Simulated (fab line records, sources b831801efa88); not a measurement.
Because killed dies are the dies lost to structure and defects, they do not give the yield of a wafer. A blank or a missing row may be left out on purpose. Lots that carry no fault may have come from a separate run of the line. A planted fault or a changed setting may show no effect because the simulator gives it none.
Which tool was responsible? + flow gf180mcu + Sampling: 14 lots, 42 wafers, 4 of 602 route steps

WHAT EACH GAUGE READ, for each wafer
GF_M2_CD_MEAS_14 targets a cd of 280 nm. Usual: cd nm reads 279.8 nm (standard deviation 1.3).
| lot  | measured     | on        | cd nm (nm)        | flag |
|------|--------------|-----------|-------------------|------|
| L523 | day 19 00:48 | cd sem-02 | 279.0 279.5 277.7 |      |
| L524 | day 19 22:31 | cd sem-01 | 278.0 278.7 278.1 |      |
| L526 | day 20 17:08 | cd sem-02 | 280.8 279.6 279.7 |      |
| L528 | day 21 09:08 | cd sem-01 | 280.8 280.9 281.9 |      |
| L527 | day 21 09:34 | cd sem-02 | 279.2 279.5 279.5 |      |
| L531 | day 23 07:07 | cd sem-02 | - - -             | OFF  |
| L533 | day 23 08:25 | cd sem-02 | - - -             | OFF  |
| L536 | day 24 16:35 | cd sem-01 | 280.9 281.7 281.7 |      |
| L540 | day 25 10:30 | cd sem-02 | 277.7 277.6 277.3 |      |
| L539 | day 25 12:21 | cd sem-02 | 277.1 278.8 277.3 |      |
| L541 | day 25 23:22 | cd sem-02 | 280.9 279.8 280.9 |      |
| L543 | day 26 18:41 | cd sem-02 | 279.9 281.4 279.9 |      |
| L544 | day 26 21:53 | cd sem-02 | 280.7 280.0 280.0 |      |
| L545 | day 27 07:26 | cd sem-02 | 280.5 280.4 278.9 |      |

WHICH TOOL RAN EACH LOT (tool, then ch and the chambers of the sampled wafers, then the start)
| lot  | GF_V1_ETCH_17                                 | GF_V1_SPUTTER_21             | GF_M2_DEVELOP_13                  |
|------|-----------------------------------------------|------------------------------|-----------------------------------|
| L523 | rie diel-01 ch 0,1, day 18 00:13 or earlier   | pvd sputter-01, day 18 00:13 | litho track-01 ch 0, day 19 00:39 |
| L524 | rie diel-04 ch 0,2,3, day 18 21:25 or earlier | pvd sputter-01, day 18 21:25 | litho track-01 ch 0, day 19 22:22 |
| L526 | rie diel-02 ch 0,2, day 19 16:46 or earlier   | pvd sputter-04, day 19 16:46 | litho track-03 ch 0, day 20 16:59 |
| L528 | rie diel-02 ch 1,2, day 20 08:24 or earlier   | pvd sputter-04, day 20 08:24 | litho track-03 ch 0, day 21 08:59 |
| L527 | rie diel-04 ch 0,3, day 20 08:31 or earlier   | pvd sputter-02, day 20 08:31 | litho track-01 ch 0, day 21 09:25 |
| L531 | rie diel-01 ch 0,2,3, day 22 06:52 or earlier | pvd sputter-01, day 22 06:52 | litho track-02, day 23 06:58      |
| L533 | rie diel-01 ch 1,2,3, day 22 09:27 or earlier | pvd sputter-01, day 22 09:27 | litho track-02, day 23 08:16      |
| L536 | rie diel-04 ch 0,2,3, day 23 17:04 or earlier | pvd sputter-01, day 23 17:04 | litho track-01 ch 0, day 24 16:27 |
| L540 | rie diel-02 ch 2,3, day 24 12:11 or earlier   | pvd sputter-04, day 24 12:11 | litho track-02 ch 0, day 25 10:21 |
| L539 | rie diel-01 ch 0,1, day 24 14:06 or earlier   | pvd sputter-02, day 24 14:06 | litho track-02 ch 0, day 25 12:12 |
| L541 | rie diel-04 ch 0,3, day 25 00:44 or earlier   | pvd sputter-02, day 25 00:44 | litho track-02 ch 0, day 25 23:13 |
| L543 | rie diel-01 ch 0,1, day 25 21:10 or earlier   | pvd sputter-02, day 25 21:10 | litho track-01 ch 0, day 26 18:30 |
| L544 | rie diel-02 ch 0,2, day 26 00:28 or earlier   | pvd sputter-01, day 26 00:28 | litho track-01 ch 0, day 26 21:45 |
| L545 | rie diel-04 ch 1,2, day 26 10:34 or earlier   | pvd sputter-01, day 26 10:34 | litho track-02 ch 0, day 27 07:18 |
- GF_V1_ETCH_17: etches SiO2 in C4F8/O2/Ar, stops on TiN, target depth 630 nm.
- GF_V1_SPUTTER_21: material Ti, target thk 15 nm, time 80.02 s.
- GF_M2_DEVELOP_13: develop time 60 s.

AS READ BY THE TOOLS THEMSELVES (means over the sampled wafers that have a number; for cases with no such wafer, the mark the record gives instead)
GF_V1_ETCH_17. Usual: oes product au reads 0.856 a.u. (standard deviation 0.0045).
| lot  | tool        | oes product au (a.u.) | flag |
|------|-------------|-----------------------|------|
| L523 | rie diel-01 | 0.857                 |      |
| L524 | rie diel-04 | 0.858                 |      |
| L526 | rie diel-02 | 0.853                 |      |
| L528 | rie diel-02 | 0.853                 |      |
| L527 | rie diel-04 | 0.859                 |      |
| L531 | rie diel-01 | 0.859                 |      |
| L533 | rie diel-01 | 0.859                 |      |
| L536 | rie diel-04 | 0.857                 |      |
| L540 | rie diel-02 | 0.855                 |      |
| L539 | rie diel-01 | 0.857                 |      |
| L541 | rie diel-04 | 0.854                 |      |
| L543 | rie diel-01 | 0.852                 |      |
| L544 | rie diel-02 | 0.858                 |      |
| L545 | rie diel-04 | 0.854                 |      |

GF_V1_SPUTTER_21. Usual: chamber pressure pa 4.999 Pa, standard deviation 0.01; throttle valve pct 30.5 %, standard deviation 1.3.
| lot  | tool           | chamber pressure pa (Pa) | throttle valve pct (%) | flag |
|------|----------------|--------------------------|------------------------|------|
| L523 | pvd sputter-01 | 4.996                    | 30.7                   |      |
| L524 | pvd sputter-01 | 4.997                    | 30.6                   |      |
| L526 | pvd sputter-04 | 5.004                    | 30.9                   |      |
| L528 | pvd sputter-04 | 4.993                    | 30.7                   |      |
| L527 | pvd sputter-02 | 4.996                    | 30.3                   |      |
| L531 | pvd sputter-01 | 5.004                    | 31.5                   |      |
| L533 | pvd sputter-01 | 5.003                    | 30.7                   |      |
| L536 | pvd sputter-01 | 5.000                    | 30.8                   |      |
| L540 | pvd sputter-04 | 5.010                    | 30.7                   |      |
| L539 | pvd sputter-02 | 5.005                    | 29.6                   |      |
| L541 | pvd sputter-02 | 5.002                    | 29.0                   |      |
| L543 | pvd sputter-02 | 5.007                    | 28.6                   |      |
| L544 | pvd sputter-01 | 4.998                    | 30.7                   |      |
| L545 | pvd sputter-01 | 5.003                    | 30.1                   |      |

GF_M2_DEVELOP_13. Usual: chill plate temp C 23.01 C, standard deviation 0.11; resist line temp C 22.99 C, standard deviation 0.11.
| lot  | tool           | chill plate temp C (C) | resist line temp C (C) | flag |
|------|----------------|------------------------|------------------------|------|
| L523 | litho track-01 | 23.08                  | 23.12                  |      |
| L524 | litho track-01 | 23.01                  | 22.92                  |      |
| L526 | litho track-03 | 22.96                  | 22.98                  |      |
| L528 | litho track-03 | 22.94                  | 22.88                  |      |
| L527 | litho track-01 | 22.96                  | 23.02                  |      |
| L531 | litho track-02 | -                      | -                      | OFF  |
| L533 | litho track-02 | -                      | -                      | OFF  |
| L536 | litho track-01 | 23.04                  | 23.00                  |      |
| L540 | litho track-02 | 23.07                  | 22.92                  |      |
| L539 | litho track-02 | 23.03                  | 22.76                  |      |
| L541 | litho track-02 | 22.93                  | 22.99                  |      |
| L543 | litho track-01 | 22.90                  | 22.83                  |      |
| L544 | litho track-01 | 23.11                  | 22.90                  |      |
| L545 | litho track-02 | 23.16                  | 23.07                  |      |

THE ANSWER, worked out from the rows above alone
Rule: take the mean of a lot's wafers that have a number; if it is more than 3 standard deviations from the usual mean, the lot is off. Also off: a lot with no number at a reading for which 4 or more lots have one. The other lots that the step has rows for count as sound. After the gauges, taken in route order, come the tools' own readings; for these a lot's mean is taken, as printed above. At the first step where some lot is off, the reading lying furthest off is the one used; lots without a number count as furthest.
Off: L531, L533 (GF_M2_CD_MEAS_14, cd nm). Without a number there: L531, L533.
A tool fits if, at a process step before that reading, it ran every lot that is off, and no sound lot after the first of them. The gauges at GF_M2_CD_MEAS_14 aren't tried: what is off there is off at GF_M2_DEVELOP_13 too, on other tools, and a gauge's error can't cause that. GF_V1_ETCH_17 gives no start for some lots, so the hours and the order of its lots are those of GF_V1_SPUTTER_21. No candidate that was tried fits.

WHAT HAD BEEN PUT IN BY THE SIMULATOR
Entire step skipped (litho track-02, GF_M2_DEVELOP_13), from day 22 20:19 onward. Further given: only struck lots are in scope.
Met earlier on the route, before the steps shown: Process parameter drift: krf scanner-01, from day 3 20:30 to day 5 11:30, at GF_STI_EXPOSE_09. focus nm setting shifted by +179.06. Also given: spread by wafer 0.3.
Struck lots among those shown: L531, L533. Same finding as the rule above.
